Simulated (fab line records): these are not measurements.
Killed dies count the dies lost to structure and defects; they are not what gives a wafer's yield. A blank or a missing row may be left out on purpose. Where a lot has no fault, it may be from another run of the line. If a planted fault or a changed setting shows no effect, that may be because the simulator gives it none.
Struck lot and sound lot, side by side | flow sky130 | 23 steps out of a route of 708
Sound: the wafers L873.2, L873.3, L873.6. Struck: wafer L868.3 (left out: L868.4, L868.5 of the same lot, which were not struck); the cause appears at the end.
Per side, at each step with rows, come the tool, then ch with its chambers, and then its first start. Under that, the readings that differ: sound wafers | struck wafers | difference of the means | sigmas: that difference in standard deviations of wafers without a fault.
alike: a reading whose means differ by less than 2 such deviations, as well as words and numbers matching on both sides. not compared: withheld readings; readings where some wafer has no value; bounds like >300 that might hide an equal value; numbers whose values overlap and for which the record gives no deviation.
The two part at a step that has a row with sigmas, a row that says differs or no value, or rows on one side only. When numbers do not overlap yet have no deviation, they are printed without sigmas and do not part them. A reading that every wafer of one side lacks parts them only if that side has two wafers or more.

first, 1 step without rows for these wafers: SKY_CAP2M_DEVELOP_11 (develop time 60 s).
SKY_CAP2M_OVL_MEAS_12:
  struck on overlay-02, day 43 21:45; sound on overlay-02, day 45 13:23
  alike: CAP2M_OVL
SKY_CAP2M_METAL_ETCH_13: etches TiN in Cl2/BCl3, stops on SiO2, target depth 220 nm, time 62.9 s.
  sound on rie-metal-03 ch 0,1, day 45 13:25; struck on rie-metal-03 ch 0, day 43 21:48
  alike: drypump-motor-current-A, oes-product-au, throttle-valve-pct
  not compared: rf-hours-counter-h
SKY_CAP2M_STRIP_14: strips in O2/N2.
  sound on plasma-asher-03 ch 1, day 45 13:30; struck on plasma-asher-02 ch 0, day 43 21:53
  reading                     | sound       | struck | difference | sigmas
  drypump-motor-current-A (A) | 6.8 6.8 6.8 | 5.5    | -1.3       | -2
  alike: oes-product-au, strip-time-to-endpoint-s
  not compared: rf-hours-counter-h
then, 8 steps without rows for these wafers: SKY_CAP2M_STRIP_15 (strips in post etch residue remover, time 1200 s); SKY_CAP2M_CLEAN_16 (cleans in IPA, time 180 s); SKY_CAP2M_CLEAN_17 (cleans in O3/DIW); SKY_METAL4_DEHYDRATE_05 (time 60 s); SKY_METAL4_HMDS_06 (prime time 60 s); SKY_METAL4_COAT_07 (resist thk 60 nm); SKY_METAL4_COAT_08 (resist thk 1140 nm); SKY_METAL4_SOFTBAKE_09 (time 90 s).
SKY_METAL4_EXPOSE_10: exposes mask MM4, target cd 300 nm.
  sound on krf-scanner-01 ch 0, day 46 01:26; struck on krf-scanner-02 ch 0, day 44 08:22
  alike: mask
then, 2 steps without rows for these wafers: SKY_METAL4_PEB_11; SKY_METAL4_DEVELOP_12 (develop time 60 s).
SKY_METAL4_CD_MEAS_13 targets a cd of 300 nm.
  struck on cd-sem-01, day 44 19:47; sound on cd-sem-01, day 46 11:35
  reading    | sound             | struck | difference | sigmas
  cd-nm (nm) | 300.9 302.2 299.5 | 280.7  | -20.2      | -13
SKY_METAL4_OVL_MEAS_14:
  struck on overlay-02, day 44 19:52; sound on overlay-02, day 46 11:42
  alike: METAL4_OVL
SKY_METAL4_DESCUM_15: chemistry O2, time 8 s.
  sound on rie-metal-02 ch 1, day 46 11:44; struck on rie-metal-02 ch 1, day 44 19:54
  reading                 | sound             | struck | difference | sigmas
  model.METAL4.cd-nm (nm) | 301.1 301.9 298.9 | 280.3  | -20.3      |
  alike: drypump-motor-current-A, oes-product-au
  not compared: rf-hours-counter-h
SKY_METAL4_ETCH_16: etches BARC in N2/H2, stops on SiO2, time 88.2 s, target depth 60 nm.
  sound on rie-metal-02 ch 1, day 46 11:46; struck on rie-metal-02 ch 1, day 44 19:58
  alike: drypump-motor-current-A, oes-product-au, throttle-valve-pct
  not compared: rf-hours-counter-h
SKY_METAL4_ETCH_17: etches SiO2 in C4F8/O2/Ar, stops on TiN, time 3.9 s, target depth 15 nm.
  sound on rie-diel-03 ch 0,1, day 46 11:52; struck on rie-diel-03 ch 1, day 44 20:01
  alike: oes-product-au
  not compared: rf-hours-counter-h
SKY_METAL4_METAL_ETCH_18: etches the open film in Cl2/BCl3, stops on SiO2, target depth 845 nm, time 183.1 s.
  sound on rie-metal-03 ch 0,1, day 46 11:53; struck on rie-metal-03 ch 1, day 44 20:06
  reading                 | sound             | struck | difference | sigmas
  model.METAL4.cd-nm (nm) | 291.7 292.2 305.2 | 287.7  | -8.7       |
  alike: drypump-motor-current-A, oes-product-au, throttle-valve-pct
  not compared: rf-hours-counter-h
SKY_METAL4_STRIP_19: strips in O2/N2.
  sound on plasma-asher-01 ch 0, day 46 12:04; struck on plasma-asher-04 ch 0, day 44 20:15
  reading                     | sound       | struck | difference | sigmas
  drypump-motor-current-A (A) | 5.1 5.1 5.1 | 6.5    | +1.4       | +3
  alike: oes-product-au, strip-time-to-endpoint-s
  not compared: rf-hours-counter-h
-- the record jumps here: 4 days lie between the struck wafers' starts before and after (it left off in module METAL4 and takes up again in module PAD_OPEN, whose first step shown is number 708 of the route) --
SKY_PAD_OPEN_PROBE_99:
  struck on prober-01, day 48 12:16; sound on prober-01, day 49 22:24
  reading                        | sound             | struck | difference | sigmas
  killed-at-contacts             | 30 19 36          | 15     | -13        | -2
  model.etest.met4.width-nm (nm) | 292.1 291.1 305.4 | 289.1  | -7.1       |
  alike: defect-limited-yield, killed_at_M0_to_M3, killed_at_M4_up, killed-at-front-end, killed-at-other, killed-dies, killed-open, killed-short, sort_bin_3_pad_short, sort_bin_5_function, sort_bin_6_memory, sort-n-pass, sort-yield-pct
  not compared: model.etest.met4.line-ohm-um

== WHERE THEY PART ==
Earliest at SKY_CAP2M_STRIP_14; latest, in this record, at SKY_PAD_OPEN_PROBE_99.

WHY: what the simulator had put in
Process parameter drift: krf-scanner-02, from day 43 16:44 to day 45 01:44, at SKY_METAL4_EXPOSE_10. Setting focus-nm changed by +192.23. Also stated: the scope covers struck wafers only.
